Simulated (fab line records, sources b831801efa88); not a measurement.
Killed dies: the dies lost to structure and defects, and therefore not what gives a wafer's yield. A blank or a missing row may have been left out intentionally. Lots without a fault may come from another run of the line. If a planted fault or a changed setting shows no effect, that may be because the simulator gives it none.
Which of the tools did it? :: flow sky130 :: 6 lots with 18 wafers sampled at 4 steps, on a route of 708 steps

## WHAT THE GAUGES SHOWED, per wafer
SKY_SD_N_TW_MEAS_12.
lot: L557
measured: day 28 10:40
on: film-metro-01
SD_N_TW: 4023 4013 4011

lot: L559
measured: day 29 05:04
on: film-metro-02
SD_N_TW: 3968 3960 3951

lot: L562
measured: day 29 22:34
on: film-metro-02
SD_N_TW: 3986 3966 3983

lot: L566
measured: day 31 05:11
on: film-metro-03
SD_N_TW: 3987 3997 3979

lot: L571
measured: day 33 15:35
on: film-metro-01
SD_N_TW: 3932 3955 3959

lot: L573
measured: day 33 18:07
on: film-metro-01
SD_N_TW: 482 492 493

## WHAT TOOL EACH LOT RAN ON (gives the tool, then ch and the chambers of the sampled wafers, and finally the start)
lot: L557
SKY_POLY_CUT_STRIP_12: plasma-asher-01 ch 0,1, day 24 17:10
SKY_RES_XHIGH_STRIP_08: plasma-asher-02 ch 0,1, day 27 05:13
SKY_SD_N_STRIP_11: plasma-asher-02 ch 0,1, day 28 10:34

lot: L559
SKY_POLY_CUT_STRIP_12: plasma-asher-04 ch 0,1, day 25 16:07
SKY_RES_XHIGH_STRIP_08: plasma-asher-01 ch 0,1, day 28 02:11
SKY_SD_N_STRIP_11: plasma-asher-02 ch 0,1, day 29 04:58

lot: L562
SKY_POLY_CUT_STRIP_12: plasma-asher-04 ch 0,1, day 26 09:21
SKY_RES_XHIGH_STRIP_08: plasma-asher-02 ch 0,1, day 28 17:55
SKY_SD_N_STRIP_11: plasma-asher-01 ch 0,1, day 29 22:28

lot: L566
SKY_POLY_CUT_STRIP_12: plasma-asher-01 ch 0,1, day 27 17:25
SKY_RES_XHIGH_STRIP_08: plasma-asher-01 ch 0,1, day 30 00:29
SKY_SD_N_STRIP_11: plasma-asher-01 ch 0,1, day 31 05:06

lot: L571
SKY_POLY_CUT_STRIP_12: plasma-asher-03 ch 0,1, day 30 05:42
SKY_RES_XHIGH_STRIP_08: plasma-asher-02 ch 0,1, day 32 12:58
SKY_SD_N_STRIP_11: plasma-asher-02 ch 1, day 33 15:28

lot: L573
SKY_POLY_CUT_STRIP_12: plasma-asher-04 ch 0,1, day 30 06:30
SKY_RES_XHIGH_STRIP_08: plasma-asher-02 ch 0,1, day 32 14:56
SKY_SD_N_STRIP_11: plasma-asher-01 ch 0,1, day 33 18:01
- SKY_POLY_CUT_STRIP_12: strips in O2/N2.
- SKY_RES_XHIGH_STRIP_08: strips in O2/N2.
- SKY_SD_N_STRIP_11: strips in O2/N2.

## THE ANSWER, worked out from the rows above alone
Rule: the usual values come from the lots themselves. Put in order of their means at a reading, lots are off if they are a third of the lots or fewer, leave a main group of 4 or more, and stand apart from it by a gap of 3 or more times the standard deviation of the main group's means; of several such gaps the widest counts. If all means in a main group match to the digits the tables above print for the reading, that group is not used. Also off: a lot with no number at a reading for which 4 or more lots have one. Where the step has rows for the other lots, those lots are counted as sound.
Off: L573, seen at SKY_SD_N_TW_MEAS_12 (SD_N_TW). Main group: mean 3978, sd 23.
If a tool, at a process step before that reading, ran all the lots that are off and no sound lot after the first of them, it fits. Gauges at SKY_SD_N_TW_MEAS_12: tried the same way as those tools. Can't be told from this: 4 tools fit, plasma-asher-04 at SKY_POLY_CUT_STRIP_12, plasma-asher-02 at SKY_RES_XHIGH_STRIP_08, plasma-asher-01 at SKY_SD_N_STRIP_11, film-metro-01 at SKY_SD_N_TW_MEAS_12.

## WHAT HAD BEEN PUT IN BY THE SIMULATOR
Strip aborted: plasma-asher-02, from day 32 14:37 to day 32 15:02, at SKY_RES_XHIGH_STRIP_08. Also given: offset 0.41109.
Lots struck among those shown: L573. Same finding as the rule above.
